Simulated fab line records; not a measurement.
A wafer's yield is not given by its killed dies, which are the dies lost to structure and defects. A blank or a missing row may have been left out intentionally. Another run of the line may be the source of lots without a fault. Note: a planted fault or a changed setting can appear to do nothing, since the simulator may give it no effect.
Tool commonality check	flow gf180mcu	13 lots, 48 wafers sampled

== WHAT PROMPTED THE OPENING ==
GF_V3_RS_MEAS_24, reading V3_W_RS: flagged on 3 of 13 lots. Fault-free wafers read 0.329 ohm/sq, with a standard deviation of 0.0049.
Rule: a lot gets a flag if all its wafers with a number sit over 4 standard deviations from that mean, or if no wafer of it has a number. The other lots count as sound.

lot	measured	on	V3_W_RS (ohm/sq), wafer by wafer	flag
L502	day 22 09:18	film metro-01	0.326 0.329 0.326	
L503	day 22 18:41	film metro-01	0.327 0.327 0.329	
L504	day 23 01:50	film metro-04	0.319 0.325 0.328	
L506	day 24 01:08	film metro-01	0.335 0.336 0.329	
L508	day 24 12:47	film metro-02	0.326 0.322 0.328	
L510	day 25 09:17	film metro-04	0.342 0.341 0.330	
L511	day 25 17:59	film metro-04	0.333 0.333 0.333	
L512	day 26 07:40	film metro-01	0.322 0.333 0.322	
L514	day 27 12:03	film metro-02	0.193 0.198 0.191 0.193 0.198 0.192	FLAGGED
L515	day 27 18:37	film metro-04	0.195 0.195 0.190 0.195 0.195 0.190	FLAGGED
L517	day 28 00:41	film metro-04	0.197 0.191 0.191 0.196 0.192 0.191	FLAGGED
L521	day 29 06:26	film metro-01	0.327 0.333 0.327	
L525	day 29 23:22	film metro-04	0.333 0.331 0.329	
Average over the flagged lots: 0.194 ohm/sq; offset from the usual -0.136 ohm/sq, equal to -28 standard deviations.

== LOT BY LOT: THE TOOL USED ==
The record holds 3 process steps before the reading, out of a route of 602 steps. Read each cell as the tool, then ch plus the chambers that the sampled wafers visited, then the start.
lot	flag	GF_M3_STRIP_17	GF_V3_CMP_04	GF_V3_CVD_23
L502		plasma asher-04 ch 0,1, day 21 07:34	cmp-01 ch 0,1,3, day 21 08:30	cvd w-01 ch 0,1, day 22 09:11
L503		plasma asher-03 ch 0,1, day 21 17:02	cmp-02 ch 0,1,3, day 21 17:58	cvd w-01 ch 0,1, day 22 18:35
L504		plasma asher-02 ch 0,1, day 22 01:14	cmp-02 ch 2,3, day 22 02:02	cvd w-02 ch 0,1, day 23 01:43
L506		plasma asher-03 ch 0,1, day 23 00:05	cmp-01 ch 1,2,3, day 23 00:53	cvd w-01 ch 0,1, day 24 01:02
L508		plasma asher-02 ch 0,1, day 23 12:47	cmp-02 ch 0,1,2, day 23 13:38	cvd w-02 ch 0,1, day 24 12:40
L510		plasma asher-03 ch 0,1, day 24 09:02	cmp-02 ch 1,3, day 24 10:20	cvd w-02 ch 0,1, day 25 09:10
L511		plasma asher-03 ch 0,1, day 24 17:46	cmp-01 ch 0,2,3, day 24 18:40	cvd w-01 ch 0,1, day 25 17:52
L512		plasma asher-04 ch 0,1, day 25 07:59	cmp-02 ch 0,1,3, day 25 08:57	cvd w-02 ch 0,1, day 26 07:33
L514	FLAGGED	plasma asher-03 ch 0,1, day 26 13:13	cmp-02 ch 1,3, day 26 14:05	cvd w-02 ch 0,1, day 27 11:56
L515	FLAGGED	plasma asher-04 ch 0,1, day 26 20:56	cmp-02 ch 1,3, day 26 21:46	cvd w-02 ch 0,1, day 27 18:31
L517	FLAGGED	plasma asher-03 ch 0,1, day 27 02:47	cmp-02 ch 0,1,2, day 27 03:37	cvd w-02 ch 0,1, day 28 00:33
L521		plasma asher-03 ch 0,1, day 28 08:50	cmp-02 ch 0,3, day 28 09:38	cvd w-01 ch 0,1, day 29 06:19
L525		plasma asher-03 ch 0,1, day 29 01:47	cmp-01 ch 0,1,2, day 29 02:35	cvd w-01 ch 0,1, day 29 23:15
What is done by these steps:
- GF_M3_STRIP_17: strips in O2/N2.
- GF_V3_CMP_04: polishes SiO2.
- GF_V3_CVD_23: deposits W, target thk 350 nm, time 104.9 s.
- GF_V3_RS_MEAS_24: measures by four-point-probe.

== FLAGGED OVER TOTAL, TOOL BY TOOL (the gauges that took the reading come last) ==
step	tool	lots run	flagged	share of the flagged lots	sound lots run after its first flagged lot
GF_M3_STRIP_17	plasma asher-02	2	0	none	-
GF_M3_STRIP_17	plasma asher-03	8	2	some	2 (L521,L525)
GF_M3_STRIP_17	plasma asher-04	3	1	some	0
GF_V3_CMP_04	cmp-01	4	0	none	-
GF_V3_CMP_04	cmp-02	9	3	all	1 (L521)
GF_V3_CVD_23	cvd w-01	6	0	none	-
GF_V3_CVD_23	cvd w-02	7	3	all	0
GF_V3_RS_MEAS_24	film metro-01	5	0	none	-
GF_V3_RS_MEAS_24	film metro-02	2	1	some	0
GF_V3_RS_MEAS_24	film metro-04	6	2	some	1 (L525)

== THE TABLE: WHAT IT ALLOWS ==
Table rows that saw every flagged lot: 2, namely cmp-02 at GF_V3_CMP_04 and cvd w-02 at GF_V3_CVD_23.
- cmp-02 at GF_V3_CMP_04 ran 9 lots, 3 of them flagged. Sound lots followed the first flagged one (L521) on it, something a lasting fault affecting the whole tool could not allow.
- cvd w-02 at GF_V3_CVD_23 ran 7 lots, 3 of them flagged. Its last sound lot is L512 (day 26 07:33), its first flagged lot L514 (day 27 11:56): a fault that began between those two fits. Its own readings lie more than 4 standard deviations out on every wafer of the flagged lots: susceptor temp C.
One tool is left: cvd w-02 at GF_V3_CVD_23.

== WHAT HAD BEEN PUT IN BY THE SIMULATOR ==
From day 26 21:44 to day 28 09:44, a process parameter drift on cvd w-02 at GF_V3_CVD_23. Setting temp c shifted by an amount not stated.
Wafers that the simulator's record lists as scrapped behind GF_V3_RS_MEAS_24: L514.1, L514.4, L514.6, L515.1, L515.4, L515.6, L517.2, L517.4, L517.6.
Struck lots among those shown: L514, L515, L517. The rule above found the same.
